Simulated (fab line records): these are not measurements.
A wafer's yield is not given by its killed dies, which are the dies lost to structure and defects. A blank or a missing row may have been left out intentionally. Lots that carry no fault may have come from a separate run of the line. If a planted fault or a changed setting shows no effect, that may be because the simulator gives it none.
8D (eight disciplines) problem report, filled in by code ; flow gf180mcu ; the parts of the form that need people (team, actions taken, sign-off) are left out

1. WHAT IS WRONG
Wafers without a fault read 280.5 nm, standard deviation 1.5; cd nm at GF_M4_CD_MEAS_14 reads a mean of 257.8 nm on 2 wafers belonging to 2 lots. That is -15 standard deviations from the usual mean.
The step: target cd 280 nm.
Seen first at day 26 13:57 on cd sem-02, wafer L571.5. The record holds 37 wafers of 13 lots with a number at this step. The rule behind "out" and "out of limits": a value lying over 4 standard deviations away from the usual mean. The rest of the wafers with a number are treated as sound.

2. WHAT IT IS; WHAT IT IS NOT
question;is;is not
which readings at this step;cd nm;-
which lots;L571, L572;L562, L563, L565, L566, L577, L580, L581, L582, L583, L584, L585
which wafers of those lots;L571.5, L572.5;L571.1, L572.1
read on which gauges;cd sem-02;cd sem-01
when;from day 26 13:57;"up to then (13 sound wafers); but 22 sound wafers of L572, L577, L580, L581, L582, L583, L584, L585 came after"

3. THE SUSPECTS, EACH WITH WHAT RULES IT OUT
Counting: if a tool at a process step up to the reading ran every lot that is out, it stays a suspect. Sound lots after the first of them don't rule it out here, since some wafers of a struck lot are sound.
- the gauge at GF_M4_CD_MEAS_14: kept. All the wafers that are out were read on cd sem-02, and no step on other tools shows them out.
- krf scanner-01 at GF_M4_EXPOSE_11 (exposes mask Metal4, target cd 280 nm): kept. Ran every lot that is out, first one L571 (day 26 04:01); last sound lot up to then L566 (day 24 09:54).
Left after counting: krf scanner-01 at GF_M4_EXPOSE_11, cd sem-02 at GF_M4_CD_MEAS_14.

4. THE CAUSE (what the simulator had put in)
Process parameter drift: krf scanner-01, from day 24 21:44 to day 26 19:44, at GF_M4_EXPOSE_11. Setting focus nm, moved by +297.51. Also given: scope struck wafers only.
2 suspects survive the count, and this tool is in that group.

5. THE CHAIN OF EFFECTS, in route order
One row per reading whose mean, taken over the struck wafers that have a number, lies over 3 standard deviations from the usual. Only readings for which the record gives a usual standard deviation are gone through. hours: the time from each lot's start at the first step in this table that gives one to its start at this step, as a median over the lots. sigmas: the change in usual standard deviations.
hours;step;reading;usual;on struck wafers;change;sigmas
0;GF_M4_CD_MEAS_14;cd nm;280.5 nm;257.8;-22.7;-15

6. WHAT WOULD HAVE CAUGHT IT SOONER
40 hours passed between the start of the fault at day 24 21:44 and the first reading out of limits at a measuring or inspecting step in this record, taken at day 26 13:57.
Lots out: 2; all had begun GF_M4_EXPOSE_11 on krf scanner-01 by day 26 13:57. Holding the tool at that point would not have protected any of them.
